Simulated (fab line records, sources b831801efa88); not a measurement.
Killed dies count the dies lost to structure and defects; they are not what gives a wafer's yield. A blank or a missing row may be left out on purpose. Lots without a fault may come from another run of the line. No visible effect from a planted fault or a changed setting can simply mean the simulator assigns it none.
What tool caused it? | flow gf180mcu | 12 lots with 36 wafers sampled at 4 steps, on a route of 602 steps

== WHAT THE GAUGES READ, wafer by wafer ==
GF_VT_IMPLANT_OVL_MEAS_29. Usual: VT_IMPLANT_02_OVL typically reads 0.2 nm, with standard deviation 1.3.
lot  | measured     | on         | VT_IMPLANT_02_OVL (nm) | flag
L504 | day 7 04:20  | overlay-02 | -0.2 1.2 1.4           |
L506 | day 7 17:38  | overlay-02 | 0.5 -1.8 -0.6          |
L508 | day 8 03:39  | overlay-01 | 1.3 1.1 1.1            |
L509 | day 8 06:38  | overlay-02 | 0.7 1.0 0.9            |
L511 | day 8 23:08  | overlay-01 | -0.7 0.2 0.6           |
L512 | day 9 04:32  | overlay-01 | 0.8 0.6 -1.9           |
L514 | day 9 19:44  | overlay-01 | 0.1 -1.2 -0.3          |
L520 | day 11 10:23 | overlay-02 | 2.5 0.0 1.5            |
L522 | day 11 21:39 | overlay-01 | 2.1 0.3 -0.2           |
L523 | day 12 03:14 | overlay-02 | -0.9 2.4 -1.8          |
L525 | day 12 17:26 | overlay-01 | -1.6 -0.4 -1.3         |
L527 | day 13 03:52 | overlay-01 | -0.4 1.2 1.6           |

GF_HV_LDD_TW_MEAS_11. Usual: HV_LDD_TW typically reads 2391, with standard deviation 29.
lot  | measured     | on            | HV_LDD_TW      | flag
L504 | day 10 09:34 | film metro-04 | 2403 2378 2385 |
L506 | day 10 22:56 | film metro-02 | 2424 2428 2420 |
L508 | day 11 12:49 | film metro-04 | 2374 2370 2377 |
L509 | day 11 16:53 | film metro-01 | 2401 2396 2398 |
L511 | day 12 11:03 | film metro-01 | 2380 2397 2396 |
L512 | day 12 17:54 | film metro-01 | 2385 2396 2394 |
L514 | day 13 15:27 | film metro-02 | 2439 2436 2426 |
L520 | day 15 03:31 | film metro-04 | 2375 2380 2373 |
L522 | day 15 22:01 | film metro-04 | 2366 2368 2386 |
L523 | day 15 23:52 | film metro-01 | 2394 2382 2383 |
L525 | day 16 15:01 | film metro-04 | 2362 2355 2351 |
L527 | day 17 02:03 | film metro-04 | 2356 2366 2362 |

GF_HV_LDD_THK_MEAS_57. Usual: HV_LDD_CVD_56_THK typically reads 89.8 nm, with standard deviation 0.84.
lot  | measured     | on            | HV_LDD_CVD_56_THK (nm) | flag
L504 | day 12 23:29 | film metro-01 | 90.7 90.2 91.3         |
L506 | day 13 13:55 | film metro-02 | 90.8 89.5 90.8         |
L508 | day 14 05:16 | film metro-01 | 91.6 91.2 90.4         |
L509 | day 14 08:09 | film metro-04 | 88.8 88.7 87.5         |
L511 | day 15 05:33 | film metro-04 | 88.9 88.5 88.6         |
L512 | day 15 11:49 | film metro-02 | 88.5 88.2 89.4         |
L514 | day 16 11:52 | film metro-02 | 90.3 89.9 90.4         |
L520 | day 18 03:53 | film metro-01 | 60.2 61.0 60.9         | OFF
L522 | day 19 00:19 | film metro-04 | 59.6 60.0 59.9         | OFF
L523 | day 19 04:43 | film metro-04 | 89.9 89.9 90.3         |
L525 | day 19 18:38 | film metro-04 | 89.6 89.4 90.0         |
L527 | day 20 06:01 | film metro-04 | 89.9 90.1 89.1         |

== WHICH TOOL RAN EACH LOT (tool, then ch and the chambers of the sampled wafers, then the start) ==
lot  | GF_HV_LDD_CVD_56
L504 | lpcvd-02 ch 0, day 12 22:02
L506 | lpcvd-02 ch 1, day 13 11:46
L508 | lpcvd-01 ch 0, day 14 03:49
L509 | lpcvd-02 ch 1, day 14 06:43
L511 | lpcvd-02 ch 0, day 15 04:07
L512 | lpcvd-02 ch 0, day 15 10:23
L514 | lpcvd-01 ch 1, day 16 09:44
L520 | lpcvd-02 ch 1, day 18 02:26
L522 | lpcvd-02 ch 0, day 18 22:52
L523 | lpcvd-01 ch 1, day 19 02:33
L525 | lpcvd-01 ch 0, day 19 16:28
L527 | lpcvd-01 ch 0, day 20 04:35
- GF_HV_LDD_CVD_56: deposits Si3N4 from DCS/NH3, target thk 90 nm, time 1543 s.

== AS READ BY THE TOOLS THEMSELVES (means over the sampled wafers that have a number; for cases with no such wafer, the mark the record gives instead) ==
GF_HV_LDD_CVD_56. Usual: spike tc bottom C 790 C, standard deviation 3.2; spike tc centre C 770.3 C, standard deviation 1.2; spike tc lower C 771.5 C, standard deviation 1.5; spike tc top C 785 C, standard deviation 3.4; spike tc upper C 770.0 C, standard deviation 1; susceptor temp C 770.0 C, standard deviation 0.33.
lot  | tool     | spike tc bottom C (C) | spike tc centre C (C) | spike tc lower C (C) | spike tc top C (C) | spike tc upper C (C) | susceptor temp C (C) | flag
L504 | lpcvd-02 | 790                   | 770.9                 | 772.5                | 790                | 769.1                | 770.0                |
L506 | lpcvd-02 | 788                   | 770.8                 | 769.8                | 782                | 769.6                | 770.5                |
L508 | lpcvd-01 | 794                   | 769.3                 | 771.6                | 783                | 770.7                | 770.0                |
L509 | lpcvd-02 | 788                   | 770.3                 | 770.2                | 782                | 769.8                | 770.4                |
L511 | lpcvd-02 | 791                   | 769.0                 | 772.8                | 789                | 769.9                | 769.7                |
L512 | lpcvd-02 | 790                   | 769.6                 | 772.3                | 790                | 769.4                | 769.5                |
L514 | lpcvd-01 | 786                   | 770.3                 | 772.8                | 782                | 771.1                | 770.0                |
L520 | lpcvd-02 | 768                   | 750.0                 | 748.2                | 763                | 749.0                | 749.5                | OFF
L522 | lpcvd-02 | 770                   | 749.8                 | 751.4                | 770                | 749.4                | 749.7                | OFF
L523 | lpcvd-01 | 785                   | 771.6                 | 772.0                | 783                | 771.6                | 770.1                |
L525 | lpcvd-01 | 794                   | 769.8                 | 770.4                | 784                | 769.6                | 769.9                |
L527 | lpcvd-01 | 794                   | 770.0                 | 771.3                | 785                | 770.2                | 770.0                |

== THE ANSWER, worked out from the rows above alone ==
Rule: lot off if the mean of its wafers having a number is beyond 3 standard deviations from the usual mean. A lot without any number at a reading at which 4 lots or more have one is off too. All remaining lots with rows at the step are treated as sound. Order of review: gauges by route order, followed by the tools' own readings, for which a lot's mean as printed above is used. At the first step where some lot is off, the reading lying furthest off is the one used; lots without a number count as furthest.
Off: L520, L522, at GF_HV_LDD_THK_MEAS_57 (HV_LDD_CVD_56_THK).
A tool fits if, at a process step before that reading, it ran every lot that is off, and no sound lot after the first of them. Not tried: the gauges at GF_HV_LDD_THK_MEAS_57; whatever is off there is also off at GF_HV_LDD_CVD_56, on other tools, and gauge error can't account for it. One fits: GF_HV_LDD_CVD_56 on lpcvd-02. A fault onset in the window from L512 (day 15 10:23, its last sound lot) to L520 (day 18 02:26, its first lot off) fits.
The tool's own readings at GF_HV_LDD_CVD_56 bear it out: on the lots that are off they differ by more than 5 times the standard deviation of the sound lots' means. spike tc bottom C reads 769 C there against 790 C on the sound lots; spike tc centre C reads 749.9 C there against 770.2 C on the sound lots; spike tc lower C reads 749.8 C there against 771.6 C on the sound lots; spike tc top C reads 766 C there against 785 C on the sound lots; spike tc upper C reads 749.2 C there against 770.1 C on the sound lots; susceptor temp C reads 749.6 C there against 770.0 C on the sound lots.

== WHAT THE SIMULATOR HAD INSERTED ==
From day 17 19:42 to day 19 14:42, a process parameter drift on lpcvd-02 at GF_HV_LDD_CVD_56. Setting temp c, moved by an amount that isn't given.
Struck lots among those shown: L520, L522. Same finding as the rule above.
